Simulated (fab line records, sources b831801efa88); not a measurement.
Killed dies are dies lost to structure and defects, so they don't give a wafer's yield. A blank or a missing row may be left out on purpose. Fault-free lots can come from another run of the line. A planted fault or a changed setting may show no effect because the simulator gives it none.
Lot-split experiment    flow sfq-line    route with 325 steps; 5 lots, 23 wafers read

## THE SPLIT
At SFQ_TRILAYER_M7_DEP_SPUTTER_175 (material Nb, target thk 200 nm, time 133.3 s), the setting power-w was moved away from the recipe's 2000 W on 9 of the 23 wafers read, by -3.9% to +10.3%. This setting was run at the recipe's value on the other wafers.

## FROM THE SPLIT TO THE READING: what the file shows between them, 2 steps
- SFQ_M7_RS_MEAS_943: measures by four-point-probe
- SFQ_TRILAYER_M7_LITHO_COAT_177: resist thk 600 nm (also split here: spin-rpm)

## THE READING
oes-product-au, in a.u., at SFQ_TRILAYER_M7_ETCH_METAL_ETCH_180 (etches Nb in Cl2/Ar, stops on SiO2, target depth 240 nm, time 120 s). A value of 0.896 a.u. with a standard deviation of 0.0069 a.u. is what fault-free wafers of this fab line usually give.

wafer   tool, chamber at the split  power-w as run, W  against the recipe  oes-product-au, a.u.  against lot-mates on the recipe
L074.1  pvd-sputter-04, -           2000               recipe              0.897                 -
L074.2  pvd-sputter-04, -           2000               recipe              0.888                 -
L074.5  pvd-sputter-04, -           2000               recipe              0.894                 -
L075.2  pvd-sputter-04, -           2000               recipe              0.893                 -
L075.3  pvd-sputter-04, -           2070               +3.5%               0.920                 +0.023
L075.4  pvd-sputter-04, -           2070               +3.5%               0.921                 +0.024
L075.5  pvd-sputter-04, -           2070               +3.5%               0.923                 +0.026
L075.6  pvd-sputter-04, -           2000               recipe              0.900                 -
L076.1  pvd-sputter-05, -           2000               recipe              0.891                 -
L076.2  pvd-sputter-05, -           2205               +10.3%              0.941                 +0.044
L076.3  pvd-sputter-05, -           2000               recipe              0.906                 -
L076.4  pvd-sputter-05, -           2000               recipe              0.893                 -
L076.6  pvd-sputter-05, -           2205               +10.3%              0.949                 +0.052
L083.1  pvd-sputter-05, -           2000               recipe              0.898                 -
L083.2  pvd-sputter-05, -           2000               recipe              0.885                 -
L083.4  pvd-sputter-05, -           2062               +3.1%               0.902                 +0.009
L083.5  pvd-sputter-05, -           2062               +3.1%               0.915                 +0.022
L083.6  pvd-sputter-05, -           2000               recipe              0.895                 -
L084.1  pvd-sputter-06, -           2000               recipe              0.892                 -
L084.2  pvd-sputter-06, -           1921               -3.9%               0.878                 -0.022
L084.3  pvd-sputter-06, -           1921               -3.9%               0.884                 -0.016
L084.4  pvd-sputter-06, -           2000               recipe              0.905                 -
L084.5  pvd-sputter-06, -           2000               recipe              0.904                 -

THE FIT
A straight line over all 23 wafers: oes-product-au changes by +0.00483 a.u. for each +1% of power-w; r = +0.93; the points scatter about the line by 0.0065 a.u.
The same after taking each lot's own level away (the mean of its wafers on the recipe; 23 wafers): +0.00497 a.u. for each +1%; r = +0.95; scatter 0.0058 a.u.
According to that fit, moving power-w by its largest amount changes the reading by 0.051 a.u.
The span of the lots' own levels, 0.8927 to 0.9003 a.u., comes to 1.1 times the standard deviation stated above.
Consequently the slope shifts little with the lot-to-lot level, the two slopes agreeing.
Check: for one of the wafers moved furthest among these (+10.3%), held out of the fit, the line's prediction against its lot-mates is +0.0559 a.u. It came out at +0.0443 a.u. against them.

## OTHER SPLITS ON THESE WAFERS
Note: prior to the reading, these wafers also went through further splits. Each is held against what the fit with the lots' levels taken away leaves over:
other split on the same wafers                   wafers away from the commonest value  r with oes-product-au (lot level and that fit taken away)
SFQ_TRILAYER_M6_BARC_OPEN_METAL_ETCH_206 bias-w  5                                     -0.31
SFQ_TRILAYER_I6_DEP_PECVD_165 time-s             9                                     -0.06
SFQ_TRILAYER_I6_VIA_LITHO_PEB_172 peb-time-s     8                                     -0.02
SFQ_TRILAYER_M7_LITHO_COAT_177 spin-rpm          8                                     +0.39

## THE WHOLE CHAIN: every reading that the file lists as answering this split, in the file's order
step                                 what it does                                                         reading                                                                                    change (the file's fit)                    r (the file's)
SFQ_TRILAYER_M7_DEP_SPUTTER_175      material Nb, target thk 200 nm, time 133.3 s                         Nb_of_TRILAYER_M7_DEP_SPUTTER_175.thk-nm (the simulator's own value, which no gauge read)  +1.96 nm for each +1% of the setting       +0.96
SFQ_M7_RS_MEAS_943                   measures by four-point-probe                                         M7_NB_RS                                                                                   -0.00806 for each +1% of the setting       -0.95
SFQ_TRILAYER_M7_ETCH_METAL_ETCH_180  etches Nb in Cl2/Ar, stops on SiO2, target depth 240 nm, time 120 s  oes-product-au                                                                             +0.00498 a.u. for each +1% of the setting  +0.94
SFQ_TRILAYER_M7_ETCH_METAL_ETCH_180  etches Nb in Cl2/Ar, stops on SiO2, target depth 240 nm, time 120 s  M7.feature-depth-nm (the simulator's own value, which no gauge read)                       +1.99 nm for each +1% of the setting       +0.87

## THE FILE'S OWN FIT
oes-product-au changes by +0.00498 a.u. for each +1% of power-w, r = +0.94.
